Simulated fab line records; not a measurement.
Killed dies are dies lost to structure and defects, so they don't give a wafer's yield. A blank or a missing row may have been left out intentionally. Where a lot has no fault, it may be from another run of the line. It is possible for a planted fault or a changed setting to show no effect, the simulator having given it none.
fab line records + flow gf180mcu
record
- lots=7
- wafers=21
- last_day=33
route steps=602 shown MVSD@74 MVPSD@78
lots that met no fault: taken from a fault-free run of the same line
start_h: hours from the record's opening day to when the first of the lot's shown wafers began + wait_h: time in hours since the lot's previous step + " identical to the entry in the row above + L1.1+2: a single row standing in for several wafers + - either no value or no given start + * or withheld: withheld + < > ~ a bound
route shown NAME@n: a module of which the file shows steps, and the number in the route of the first + usual: average and standard deviation across the fault-free wafers + same: alike in all rows + chamber/n: place in a boat + sites: each site's reading + _std_site: how widely they spread, as a standard deviation + _edge_site: outer sites' mean less inner sites' + radius_mm: for every site, how far away it sits from the centre of the wafer + mask NAME#n: copy n + behind: the tool/chamber that last shaped the wafer + hold: what put the lot on hold/how long, in hours/how the hold closed + device: names the non-switching transistor (n, p or np) + end of line: tests run on the same wafers once the route is complete + a step given without rows: its recipe and nothing more + killed: at the first sort, the dies lost to defects and structure; wafer yield is something else + map: dies across one wafer; x = killed, . = not, _ = none there
set.NAME: the setting that was run; set.NAME@STEP: the one run at that earlier step + model.NAME: the simulator's own value behind a step, which no gauge read
lots at some steps of the route; a table a step, a row a wafer
services: a tool's chamber out of use, with start hour (start_h, from the record's first day; less than 0 if before it), hours out, and reason
## steps
# step GF_MVSD_IMPLANT_08
# recipe
- species=P
- energy_kev=396.7
- dose_cm2=1.6e+13
- tilt_deg=0
# step GF_MVSD_IMPLANT_09
# recipe
- species=P
- energy_kev=100
- dose_cm2=5e+12
- tilt_deg=0
# step GF_MVSD_STRIP_10
# recipe
- chemistry=O2/N2
- power_w=1400
- pressure_mtorr=1500
- platen_temp_c=250
- o2_flow_sccm=3000
- n2_flow_sccm=300
- overash_fraction=0.5
# usual
- drypump_motor_current_A=5.9/0.41
- heater_power_w=325/41
- oes_product_au=0.723/0.0041
- strip_time_to_endpoint_s=36.94/0.095
| lot.wafer | tool            | chamber | start_h | wait_h | drypump_motor_current_A | heater_power_w | oes_product_au | rf_hours_counter_h | strip_time_to_endpoint_s |
|-----------|-----------------|---------|---------|--------|-------------------------|----------------|----------------|--------------------|--------------------------|
| L704.1    | plasma_asher-04 | 1       | 110.19  | 0.1    | 6.2                     | 312            | 0.715          | 30                 | 36.99                    |
| L704.2    | "               | 0       | "       | "      | 5.5                     | 401            | 0.723          | 30                 | 36.95                    |
| L704.6    | "               | 1       | "       | "      | 6.2                     | 298            | 0.727          | -                  | 37.07                    |
| L705.2    | plasma_asher-04 | 0       | 111.27  | 0.1    | 5.5                     | 400            | 0.727          | 30                 | 36.98                    |
| L705.3    | "               | 0       | "       | "      | 5.5                     | 416            | 0.723          | -                  | 36.87                    |
| L705.5    | "               | 1       | "       | "      | 6.2                     | 311            | 0.726          | -                  | 37.05                    |
| L709.3    | plasma_asher-03 | 0       | 134.72  | 0.1    | 6.5                     | 303            | 0.724          | -                  | 36.82                    |
| L709.4    | "               | 1       | "       | "      | 6.2                     | 299            | 0.727          | -                  | 36.97                    |
| L709.6    | "               | 0       | "       | "      | 6.5                     | 302            | 0.725          | -                  | 36.82                    |
| L711.2    | plasma_asher-03 | 1       | 137.24  | 0.1    | 6.1                     | 297            | 0.727          | 49                 | 37.09                    |
| L711.3    | "               | 0       | "       | "      | 6.5                     | 297            | 0.724          | -                  | 37.10                    |
| L711.6    | "               | 1       | "       | "      | 6.1                     | 283            | 0.725          | -                  | 37.10                    |
| L712.2    | plasma_asher-04 | 1       | 142.99  | 0.1    | 6.2                     | 305            | 0.715          | 34                 | 36.74                    |
| L712.4    | "               | 1       | "       | "      | 6.3                     | 302            | 0.721          | -                  | 36.85                    |
| L712.6    | "               | 0       | "       | "      | 5.4                     | 390            | 0.720          | -                  | 36.77                    |
| L719.1    | plasma_asher-01 | 1       | 179.38  | 0.1    | 5.8                     | 303            | 0.719          | 7                  | 36.78                    |
| L719.2    | "               | 0       | "       | "      | 5.4                     | 319            | 0.721          | 7                  | 36.86                    |
| L719.6    | "               | 0       | "       | "      | 5.4                     | 317            | 0.725          | -                  | 36.81                    |
| L723.1    | plasma_asher-04 | 0       | 202.49  | 0.1    | 5.5                     | 405            | 0.723          | 40                 | 36.93                    |
| L723.5    | "               | 1       | "       | "      | 6.3                     | 312            | 0.725          | -                  | 37.11                    |
| L723.6    | "               | 0       | "       | "      | 5.5                     | 408            | 0.725          | -                  | 36.95                    |
# step GF_MVSD_TW_MEAS_11
# usual
- MVSD_TW=1578/13
| lot.wafer | tool          | chamber | start_h | wait_h | MVSD_TW |
|-----------|---------------|---------|---------|--------|---------|
| L704.1    | film_metro-02 | -       | 110.29  | 0.1    | 1590    |
| L704.2    | "             | -       | "       | "      | 1579    |
| L704.6    | "             | -       | "       | "      | 1587    |
| L705.2    | film_metro-01 | -       | 111.38  | 0.1    | 1594    |
| L705.3    | "             | -       | "       | "      | 1591    |
| L705.5    | "             | -       | "       | "      | 1585    |
| L709.3    | film_metro-01 | -       | 134.81  | 0.1    | 1589    |
| L709.4    | "             | -       | "       | "      | 1590    |
| L709.6    | "             | -       | "       | "      | 1597    |
| L711.2    | film_metro-03 | -       | 137.35  | 0.1    | 1564    |
| L711.3    | "             | -       | "       | "      | 1568    |
| L711.6    | "             | -       | "       | "      | 1564    |
| L712.2    | film_metro-02 | -       | 143.10  | 0.1    | 1590    |
| L712.4    | "             | -       | "       | "      | 1585    |
| L712.6    | "             | -       | "       | "      | 1580    |
| L719.1    | film_metro-02 | -       | 179.48  | 0.1    | 1590    |
| L719.2    | "             | -       | "       | "      | 1597    |
| L719.6    | "             | -       | "       | "      | 1600    |
| L723.1    | film_metro-02 | -       | 202.79  | 0.3    | 1587    |
| L723.5    | "             | -       | "       | "      | 1591    |
| L723.6    | "             | -       | "       | "      | 1588    |
# step GF_MVPSD_DEHYDRATE_00
# recipe
- temp_c=200
- time_s=60
# step GF_MVPSD_HMDS_01
# recipe
- prime_time_s=60
- prime_temp_c=120
# step GF_MVPSD_COAT_02
# recipe
- spin_rpm=2000
- resist_thk_nm=3000
# step GF_MVPSD_SOFTBAKE_03
# recipe
- temp_c=110
- time_s=withheld
# step GF_MVPSD_EXPOSE_04
# recipe
- mask_id=MVPSD
- target_cd_nm=1000
- na=0.6
- source_shape=conventional
- sigma_outer=0.6
- dose_mj=260
# step GF_MVPSD_PEB_05
# recipe
- temp_c=115
- time_s=withheld
# step GF_MVPSD_DEVELOP_06
# recipe
- wall_angle_deg=90
- develop_time_s=60
- dev_temp_c=23
# step GF_MVPSD_OVL_MEAS_07
# usual
- MVPSD_OVL=0.4/1.2
| lot.wafer | tool       | chamber | start_h | wait_h | MVPSD_OVL[nm] |
|-----------|------------|---------|---------|--------|---------------|
| L704.1    | overlay-02 | -       | 125.09  | -      | -0.4          |
| L704.2    | "          | -       | "       | "      | -1.2          |
| L704.6    | "          | -       | "       | "      | 0.7           |
| L705.2    | overlay-01 | -       | 125.75  | -      | -0.2          |
| L705.3    | "          | -       | "       | "      | 0.0           |
| L705.5    | "          | -       | "       | "      | -3.1          |
| L709.3    | overlay-01 | -       | 150.00  | -      | -1.6          |
| L709.4    | "          | -       | "       | "      | -0.8          |
| L709.6    | "          | -       | "       | "      | -0.2          |
| L711.2    | overlay-02 | -       | 152.25  | -      | 1.7           |
| L711.3    | "          | -       | "       | "      | -0.5          |
| L711.6    | "          | -       | "       | "      | -0.9          |
| L712.2    | overlay-01 | -       | 158.70  | -      | 2.5           |
| L712.4    | "          | -       | "       | "      | 3.2           |
| L712.6    | "          | -       | "       | "      | 0.7           |
| L719.1    | overlay-01 | -       | 195.49  | -      | -2.3          |
| L719.2    | "          | -       | "       | "      | -0.8          |
| L719.6    | "          | -       | "       | "      | -1.0          |
| L723.1    | overlay-02 | -       | 219.79  | -      | 0.8           |
| L723.5    | "          | -       | "       | "      | 0.8           |
| L723.6    | "          | -       | "       | "      | -0.2          |
# step GF_MVPSD_IMPLANT_08
# recipe
- species=B
- energy_kev=170
- dose_cm2=1.5e+13
- tilt_deg=0
# usual
- beam_energy_keV=170.00/0.054
- beam_on_s=10.01/0.19
| lot.wafer | tool         | chamber | start_h | wait_h | beam_energy_keV | beam_on_s |
|-----------|--------------|---------|---------|--------|-----------------|-----------|
| L704.1    | implanter-04 | 0       | 125.13  | 0.0    | 170.02          | 10.09     |
| L704.2    | "            | 0       | "       | "      | 170.01          | 9.94      |
| L704.6    | "            | 0       | "       | "      | 169.99          | 9.92      |
| L705.2    | implanter-01 | 0       | 125.80  | 0.0    | 169.99          | 9.57      |
| L705.3    | "            | 0       | "       | "      | 169.97          | 10.20     |
| L705.5    | "            | 0       | "       | "      | 169.97          | 10.07     |
| L709.3    | implanter-04 | -       | 150.08  | 0.1    | -               | -         |
| L709.4    | "            | -       | "       | "      | -               | -         |
| L709.6    | "            | -       | "       | "      | -               | -         |
| L711.2    | implanter-01 | -       | 152.30  | 0.0    | -               | -         |
| L711.3    | "            | -       | "       | "      | -               | -         |
| L711.6    | "            | -       | "       | "      | -               | -         |
| L712.2    | implanter-04 | -       | 158.75  | 0.0    | -               | -         |
| L712.4    | "            | -       | "       | "      | -               | -         |
| L712.6    | "            | -       | "       | "      | -               | -         |
| L719.1    | implanter-02 | 0       | 195.53  | 0.0    | 170.07          | 10.07     |
| L719.2    | "            | 0       | "       | "      | 170.10          | 10.08     |
| L719.6    | "            | 0       | "       | "      | 170.02          | 10.17     |
| L723.1    | implanter-01 | 0       | 219.83  | 0.0    | 169.97          | 10.03     |
| L723.5    | "            | 0       | "       | "      | 170.00          | 10.18     |
| L723.6    | "            | 0       | "       | "      | 170.02          | 10.51     |
# step GF_MVPSD_IMPLANT_09
# recipe
- species=B
- energy_kev=40
- dose_cm2=5e+12
- tilt_deg=0
# step GF_MVPSD_STRIP_10
# recipe
- chemistry=O2/N2
- power_w=1400
- pressure_mtorr=1500
- platen_temp_c=250
- o2_flow_sccm=3000
- n2_flow_sccm=300
- overash_fraction=0.5
# usual
- drypump_motor_current_A=5.6/0.36
- heater_power_w=335/41
- oes_product_au=0.722/0.0044
- strip_time_to_endpoint_s=36.95/0.099
| lot.wafer | tool            | chamber | start_h | wait_h | drypump_motor_current_A | heater_power_w | oes_product_au | rf_hours_counter_h | strip_time_to_endpoint_s |
|-----------|-----------------|---------|---------|--------|-------------------------|----------------|----------------|--------------------|--------------------------|
| L704.1    | plasma_asher-04 | 1       | 125.43  | 0.1    | 6.3                     | 304            | 0.721          | 32                 | 36.94                    |
| L704.2    | "               | 0       | "       | "      | 5.4                     | 398            | 0.718          | 32                 | 36.97                    |
| L704.6    | "               | 1       | "       | "      | 6.3                     | 308            | 0.723          | -                  | 37.01                    |
| L705.2    | plasma_asher-02 | 0       | 126.08  | 0.1    | 5.5                     | 295            | 0.715          | 47                 | 36.86                    |
| L705.3    | "               | 0       | "       | "      | 5.6                     | 297            | 0.730          | -                  | 36.94                    |
| L705.5    | "               | 1       | "       | "      | 5.3                     | 336            | 0.718          | -                  | 36.85                    |
| L709.3    | plasma_asher-04 | 0       | 150.36  | 0.1    | 5.5                     | 403            | 0.725          | -                  | 36.82                    |
| L709.4    | "               | 1       | "       | "      | 6.2                     | 310            | 0.723          | -                  | 36.82                    |
| L709.6    | "               | 1       | "       | "      | 6.2                     | 302            | 0.719          | -                  | 36.76                    |
| L711.2    | plasma_asher-01 | 0       | 152.58  | 0.1    | 5.4                     | 317            | 0.727          | 4                  | 37.05                    |
| L711.3    | "               | 1       | "       | "      | 5.7                     | 302            | 0.723          | -                  | 37.06                    |
| L711.6    | "               | 0       | "       | "      | 5.4                     | 313            | 0.722          | -                  | 37.10                    |
| L712.2    | plasma_asher-02 | 1       | 159.03  | 0.1    | 5.3                     | 327            | 0.724          | 51                 | 36.77                    |
| L712.4    | "               | 0       | "       | "      | 5.5                     | 295            | 0.718          | -                  | 36.92                    |
| L712.6    | "               | 0       | "       | "      | 5.5                     | 299            | 0.728          | -                  | 36.97                    |
| L719.1    | plasma_asher-04 | 1       | 195.83  | 0.1    | 6.3                     | 312            | 0.725          | 39                 | 37.07                    |
| L719.2    | "               | 0       | "       | "      | 5.4                     | 401            | 0.714          | 39                 | 36.88                    |
| L719.6    | "               | 1       | "       | "      | 6.2                     | 308            | 0.720          | -                  | 37.00                    |
| L723.1    | plasma_asher-02 | 1       | 220.13  | 0.1    | 5.3                     | 329            | 0.727          | 57                 | 37.05                    |
| L723.5    | "               | 1       | "       | "      | 5.3                     | 337            | 0.725          | -                  | 37.09                    |
| L723.6    | "               | 0       | "       | "      | 5.5                     | 303            | 0.728          | -                  | 37.02                    |
# step GF_MVPSD_TW_MEAS_11
# usual
- MVPSD_TW=554/4.4
| lot.wafer | tool          | chamber | start_h | wait_h | hold                     | MVPSD_TW |
|-----------|---------------|---------|---------|--------|--------------------------|----------|
| L704.1    | film_metro-03 | -       | 125.53  | 0.1    | -                        | 547      |
| L704.2    | "             | -       | "       | "      | -                        | 551      |
| L704.6    | "             | -       | "       | "      | -                        | 549      |
| L705.2    | film_metro-02 | -       | 126.19  | 0.1    | -                        | 556      |
| L705.3    | "             | -       | "       | "      | -                        | 559      |
| L705.5    | "             | -       | "       | "      | -                        | 556      |
| L709.3    | film_metro-01 | -       | 150.45  | 0.1    | await_dispo/0.2h/release | 321      |
| L709.4    | "             | -       | "       | "      | await_dispo/0.2h/release | 323      |
| L709.6    | "             | -       | "       | "      | await_dispo/0.2h/release | 323      |
| L709.3    | film_metro-01 | -       | 150.67  | 0.2    | -                        | 322      |
| L709.4    | "             | -       | "       | "      | -                        | 323      |
| L709.6    | "             | -       | "       | "      | -                        | 321      |
| L711.2    | film_metro-02 | -       | 152.69  | 0.1    | await_dispo/0.2h/release | 320      |
| L711.3    | "             | -       | "       | "      | await_dispo/0.2h/release | 322      |
| L711.6    | "             | -       | "       | "      | await_dispo/0.2h/release | 320      |
| L711.2    | film_metro-02 | -       | 152.91  | 0.2    | -                        | 321      |
| L711.3    | "             | -       | "       | "      | -                        | 320      |
| L711.6    | "             | -       | "       | "      | -                        | 320      |
| L712.2    | film_metro-01 | -       | 159.14  | 0.1    | await_dispo/0.2h/release | 323      |
| L712.4    | "             | -       | "       | "      | await_dispo/0.2h/release | 322      |
| L712.6    | "             | -       | "       | "      | await_dispo/0.2h/release | 323      |
| L712.2    | film_metro-01 | -       | 159.47  | 0.3    | -                        | 324      |
| L712.4    | "             | -       | "       | "      | -                        | 323      |
| L712.6    | "             | -       | "       | "      | -                        | 323      |
| L719.1    | film_metro-01 | -       | 195.93  | 0.1    | -                        | 556      |
| L719.2    | "             | -       | "       | "      | -                        | 554      |
| L719.6    | "             | -       | "       | "      | -                        | 558      |
| L723.1    | film_metro-02 | -       | 220.23  | 0.1    | -                        | 557      |
| L723.5    | "             | -       | "       | "      | -                        | 559      |
| L723.6    | "             | -       | "       | "      | -                        | 556      |
## services
| tool            | chamber | start_h | hours | kind       |
|-----------------|---------|---------|-------|------------|
| implanter-04    | -       | 86.21   | 1.1   | repair     |
| implanter-04    | -       | 107.81  | 4.4   | pm         |
| plasma_asher-01 | -       | 108.75  | 9.0   | pm         |
| plasma_asher-01 | 0       | 108.75  | 9.0   | vent_cycle |
| plasma_asher-01 | 1       | 108.75  | 9.0   | vent_cycle |
| implanter-04    | -       | 113.83  | 5.9   | repair     |
| plasma_asher-01 | 0       | 117.75  | -     | clean      |
| plasma_asher-01 | 1       | 117.75  | -     | clean      |
| implanter-02    | -       | 146.67  | 3.9   | repair     |
| plasma_asher-03 | -       | 147.72  | 3.7   | repair     |
| implanter-04    | -       | 211.80  | 0.6   | repair     |
## key
first_sign
- step=GF_MVPSD_IMPLANT_08
- reading=tool_record
- direction=missing
effect
- step=GF_MVPSD_TW_MEAS_11
- reading=visit
- direction=added
effect
- step=GF_MVPSD_TW_MEAS_11
- reading=MVPSD_TW
- direction=down
- sigmas=53
- usual=554
- struck=322
met_at GF_MVPSD_IMPLANT_08
struck_wafers L709.3,L709.4,L709.6,L711.2,L711.3,L711.6,L712.2,L712.4,L712.6
later_rows_left_out L709.3,L709.4,L709.6,L711.2,L711.3,L711.6,L712.2,L712.4,L712.6
sort_left_out L709.3,L709.4,L709.6,L711.2,L711.3,L711.6,L712.2,L712.4,L712.6
tester_left_out L709,L711,L712
onset_between 125.80 150.08
fault
- kind=skipped_step_whole
- tool=implanter-01,implanter-04
- chamber=-
- onset_h=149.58
- steps=GF_MVPSD_IMPLANT_08
- scope=struck_lots_only
# tester_left_out: of these lots the tester's yield and bins aren't shown, on N5 and GAA mostly nor the transistor test; their killed dies are dies lost to structure and defects alone, not to doping, threshold or leakage, so they don't give the yield
# sort_left_out: the simulated sort isn't trusted on such a fault, so these wafers' sort isn't shown, and their yield isn't known
# later_rows_left_out: the simulator's readings of these wafers behind a module that went badly wrong aren't trusted and aren't shown, but for the sort
